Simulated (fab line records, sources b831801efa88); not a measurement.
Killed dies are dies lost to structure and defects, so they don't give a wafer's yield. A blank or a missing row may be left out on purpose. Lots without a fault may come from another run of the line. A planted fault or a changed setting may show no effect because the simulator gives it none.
One fault seen from 2 desks | flow sky130 | each desk has only its own numbers; what lay behind them comes last

THE METROLOGY DESK
What the gauges read, lot by lot, whatever tool the lot ran on: means of the sampled wafers that have a number. A lot is out of limits, marked OUT, if its mean lies more than 4 standard deviations from the usual mean; the brackets give that distance.
Columns: A = cd_nm at SKY_POLY_CUT_CD_MEAS_08, usual 270.5 nm; B = RES_XHIGH_TW at SKY_RES_XHIGH_TW_MEAS_09, usual 1632; C = LI_CONTACT_HDPCVD_THK at SKY_LI_CONTACT_THK_MEAS_01, usual 923 nm
lot  | first seen here | A     | B                    | C
L624 | day 24 05:04    | 271.0 | 1624                 | 917
L626 | day 24 17:32    | 270.1 | 1640                 | 928
L629 | day 26 00:32    | 271.7 | 1635                 | 925
L630 | day 26 03:55    | 269.7 | 1652                 | 928
L633 | day 27 10:46    | 270.2 | 1618                 | 912
L635 | day 27 23:37    | 271.3 | 1622                 | 920
L640 | day 30 10:17    | 268.5 | 30 (-99 or more) OUT | 915
L642 | day 30 17:40    | 271.4 | 1630                 | 935
L641 | day 31 10:04    | 271.8 | 30 (-99 or more) OUT | 910
L643 | day 31 10:53    | 272.3 | 1627                 | 904
L644 | day 31 10:54    | 269.2 | 1650                 | 927
L646 | day 31 18:03    | 271.3 | 1622                 | 925
L645 | day 31 18:19    | 268.8 | 1635                 | 927
L647 | day 32 01:49    | 270.4 | 1628                 | 926
This desk's finding: out of limits on L640, L641; first on L640, day 32 17:24 (RES_XHIGH_TW at SKY_RES_XHIGH_TW_MEAS_09). In limits: L624, L626, L629, L630, L633, L635, L642, L643, L644, L646, L645, L647.

THE TOOL OWNER'S DESK: iline_stepper-01
The tool's own readings at SKY_RES_XHIGH_EXPOSE_04 (exposes mask URPM, target cd 1270 nm): means of the sampled wafers that have a number, for each lot that ran on this tool. A lot is out of limits, marked OUT, if its mean lies more than 4 standard deviations from the usual mean; the brackets give that distance.
Columns: A = exposure_dose_mJ_cm2 at SKY_RES_XHIGH_EXPOSE_04, usual 140.03; B = focus_offset_nm at SKY_RES_XHIGH_EXPOSE_04, usual -0.1 nm; C = stage_vel_mm_s at SKY_RES_XHIGH_EXPOSE_04, usual 499.99 mm/s
lot  | first seen here | A      | B    | C
L624 | day 26 01:50    | 139.93 | -0.0 | 499.97
L626 | day 26 13:47    | 140.09 | -0.1 | 500.02
L629 | day 27 21:06    | 140.04 | -0.1 | 500.08
L630 | day 27 23:41    | 140.07 | -0.2 | 500.26
L633 | day 29 06:10    | 139.94 | 0.4  | 499.96
L642 | day 32 08:47    | 140.05 | -0.5 | 499.99
L643 | day 33 04:29    | 140.17 | -0.2 | 499.77
L646 | day 33 10:44    | 140.10 | -0.3 | 499.84
L645 | day 33 11:11    | 140.08 | -0.5 | 499.94
This desk's finding: nothing out of limits on any of the 9 lots.

PUT TOGETHER
The metrology desk could have raised an alarm at day 32 17:24, on L640, L641.
The tool owner's desk saw nothing out of limits.
The tool owner's desk has no number on record for L640, L641.
Of the lots named, all ran SKY_RES_XHIGH_EXPOSE_04 on iline_stepper-01.

WHAT THE SIMULATOR HAD PUT IN
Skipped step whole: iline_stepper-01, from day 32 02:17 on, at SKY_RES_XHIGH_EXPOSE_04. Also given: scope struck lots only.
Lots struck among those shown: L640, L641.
Hours from the fault's start to each desk's first reading out of limits: the metrology desk, 15.
